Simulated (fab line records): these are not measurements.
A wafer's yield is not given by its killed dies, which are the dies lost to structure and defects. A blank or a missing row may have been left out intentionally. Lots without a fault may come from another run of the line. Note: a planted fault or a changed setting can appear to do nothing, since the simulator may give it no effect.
Which of the tools did it?	flow sky130	6 lots with 18 wafers sampled at 3 steps, on a route of 708 steps

## WHAT THE GAUGES READ, wafer by wafer
SKY_NWELL_RS_MEAS_29: a four-point-probe measurement.
lot	measured	on	NWELL_RS (ohm/sq)
L340	day 5 13:00	film-metro-01	627.0 626.6 627.6
L342	day 6 01:57	film-metro-02	624.7 624.8 624.9
L344	day 6 11:34	film-metro-03	624.8 623.5 623.7
L348	day 8 09:43	film-metro-03	627.7 627.9 627.1
L357	day 9 18:23	film-metro-02	623.5 623.1 623.6
L358	day 10 04:59	film-metro-01	624.3 626.9 627.4

## WHAT TOOL EACH LOT RAN ON (gives the tool, then ch and the chambers of the sampled wafers, and finally the start)
lot	SKY_DNWELL_STRIP_08	SKY_NWELL_IMPLANT_12
L340	plasma-asher-01 ch 1, day 3 10:55	implanter-03 ch 0, day 4 19:55
L342	plasma-asher-03 ch 1, day 3 22:16	implanter-04 ch 0, day 5 07:29
L344	plasma-asher-03 ch 0, day 4 07:07	implanter-01 ch 0, day 5 16:05
L348	plasma-asher-04 ch 0,1, day 5 22:19	implanter-03 ch 0, day 7 12:13
L357	plasma-asher-01 ch 0,1, day 7 04:32	implanter-03 ch 0, day 8 21:02
L358	plasma-asher-01 ch 0,1, day 7 15:10	implanter-01 ch 0, day 9 06:20
- SKY_DNWELL_STRIP_08: strips in O2/N2.
- SKY_NWELL_IMPLANT_12

## THE ANSWER, worked out from the rows above alone
Rule: what is usual is taken from the lots themselves. Put in order of their means at a reading, lots are off if they are a third of the lots or fewer, leave a main group of 4 or more, and stand apart from it by a gap of 3 or more times the standard deviation of the main group's means; of several such gaps the widest counts. Not used: any main group whose means are identical at the precision the tables above print for the reading. Also off: a lot with no number at a reading for which 4 or more lots have one. Any other lot the step has rows for is counted as sound.
No lot is off on any of the readings shown, so nothing can be concluded from this.

## WHAT THE SIMULATOR HAD PUT IN
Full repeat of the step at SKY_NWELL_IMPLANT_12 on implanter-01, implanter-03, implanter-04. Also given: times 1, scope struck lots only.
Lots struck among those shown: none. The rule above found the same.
